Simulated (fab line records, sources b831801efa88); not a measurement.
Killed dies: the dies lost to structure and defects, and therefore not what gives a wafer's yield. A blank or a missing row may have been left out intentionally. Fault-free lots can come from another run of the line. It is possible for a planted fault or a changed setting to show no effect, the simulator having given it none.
Matching of chambers + flow sky130 + SKY_SPACER_ETCHBACK_02 on rie diel-03 has 4 sister chambers
The step etches Si3N4 in CH3F/O2, stops on SiO2, time 46.7 s, target depth 45 nm. 16 wafers are shown with their chamber, then 8 later ones without.

EACH WAFER AND ITS CHAMBER
| wafer  | chamber | drypump motor current A (A) | rf fwd power W (W) | oes product au (a.u.) |
|--------|---------|-----------------------------|--------------------|-----------------------|
| L075.3 | 3       | 4.9                         | 396.2              | 0.851                 |
| L075.5 | 0       | 6.1                         | 397.2              | 0.857                 |
| L075.6 | 1       | 5.8                         | 394.3              | 0.864                 |
| L079.1 | 0       | 6.0                         | 395.8              | 0.846                 |
| L079.2 | 1       | 5.8                         | 396.3              | 0.846                 |
| L079.5 | 1       | 5.8                         | 396.0              | 0.853                 |
| L081.1 | 3       | 5.0                         | 398.3              | 0.854                 |
| L081.3 | 1       | 5.8                         | 394.8              | 0.846                 |
| L081.4 | 2       | 6.2                         | 397.2              | 0.850                 |
| L085.2 | 1       | 5.8                         | 394.4              | 0.857                 |
| L085.4 | 0       | 6.0                         | 398.2              | 0.860                 |
| L085.5 | 0       | 6.1                         | 399.1              | 0.860                 |
| L086.2 | 3       | 4.9                         | 398.2              | 0.845                 |
| L086.4 | 2       | 6.2                         | 395.6              | 0.844                 |
| L086.5 | 3       | 5.0                         | 397.9              | 0.843                 |
| L090.2 | 2       | 6.3                         | 394.9              | 0.851                 |

SIGNATURES (averages over the wafers above)
| reading                 | chamber 0 | chamber 1 | chamber 2 | chamber 3 | scatter within a chamber |
|-------------------------|-----------|-----------|-----------|-----------|--------------------------|
| drypump motor current A | 6.050     | 5.800     | 6.233     | 4.950     | 0.0471                   |
| rf fwd power W          | 397.575   | 395.160   | 395.900   | 397.650   | 1.12                     |
| oes product au          | 0.85575   | 0.85320   | 0.84833   | 0.84825   | 0.00629                  |
Rule: a wafer's distance from a chamber is the root of the sum, over the readings, of the square of ((its reading less the chamber's mean) divided by the reading's scatter). The wafer belongs to the nearest chamber; if the next one is less than 2 further off, it can't be placed. The scatter: take each reading less its chamber's mean, square it, sum over the shown wafers, divide by the number of wafers less the number of chambers, and take the root.

WAFERS MISSING THEIR CHAMBER
| wafer  | drypump motor current A (A) | rf fwd power W (W) | oes product au (a.u.) |
|--------|-----------------------------|--------------------|-----------------------|
| L090.3 | 6.1                         | 398.2              | 0.855                 |
| L090.4 | 5.0                         | 396.6              | 0.863                 |
| L094.1 | 6.1                         | 396.0              | 0.852                 |
| L094.2 | 6.3                         | 398.5              | 0.849                 |
| L094.6 | 5.8                         | 394.4              | 0.852                 |
| L096.1 | 6.2                         | 398.6              | 0.859                 |
| L096.3 | 5.8                         | 394.4              | 0.860                 |
| L096.4 | 5.0                         | 396.8              | 0.865                 |

THE CHAMBER EACH PASSED THROUGH
| wafer  | from the rows above     | in truth |
|--------|-------------------------|----------|
| L090.3 | 0                       | 0        |
| L090.4 | 3                       | 3        |
| L094.1 | can't be placed: 0 or 2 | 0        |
| L094.2 | 2                       | 2        |
| L094.6 | 1                       | 1        |
| L096.1 | can't be placed: 2 or 0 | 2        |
| L096.3 | 1                       | 1        |
| L096.4 | 3                       | 3        |
Placed correctly: 6 of 8. Can't be placed from these rows: 2 (the true chamber is among the candidates in 2). Wrongly placed: 0.
